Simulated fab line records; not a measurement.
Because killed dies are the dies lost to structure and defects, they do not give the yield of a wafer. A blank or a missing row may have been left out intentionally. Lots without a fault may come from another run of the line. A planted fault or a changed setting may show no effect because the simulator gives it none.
Which tool was responsible? | flow gf180mcu | at 1 step of a route of 602, 7 lots with 21 wafers sampled

## WHAT THE GAUGES READ, wafer by wafer
GF_SALICIDE_THK_MEAS_05: measures by xrf.
lot  | measured     | on            | SALICIDE_TIN_THK (nm)
L136 | day 15 17:46 | film_metro-02 | 20.40 20.13 20.34
L138 | day 16 07:31 | film_metro-04 | 19.78 19.70 20.10
L142 | day 17 18:41 | film_metro-04 | 19.34 19.56 19.17
L145 | day 18 19:35 | film_metro-02 | 20.15 20.29 20.41
L147 | day 19 17:13 | film_metro-03 | 19.91 20.16 20.03
L150 | day 20 15:37 | film_metro-04 | 19.49 19.33 19.41
L155 | day 22 05:20 | film_metro-04 | 19.74 19.94 19.73

## EACH LOT AND THE TOOL THAT RAN IT (in order: tool; ch and the chambers of the sampled wafers; start)
Before these readings, the record contains no process step.

## THE ANSWER, worked out from the rows above alone
Rule: usual is defined by the lots themselves. The widest of any qualifying gaps counts: lots, ordered by their means at a reading, are off when they make up no more than a third of the lots, leave a main group of 4 or more, and stand apart from it by 3 or more times the standard deviation of that group's means. Not used: any main group whose means are identical at the precision the tables above print for the reading. A lot without any number at a reading at which 4 lots or more have one is off too. All remaining lots with rows at the step are treated as sound.
Nothing can be told from this: no lot is off at any reading shown.

## WHAT HAD BEEN PUT IN BY THE SIMULATOR
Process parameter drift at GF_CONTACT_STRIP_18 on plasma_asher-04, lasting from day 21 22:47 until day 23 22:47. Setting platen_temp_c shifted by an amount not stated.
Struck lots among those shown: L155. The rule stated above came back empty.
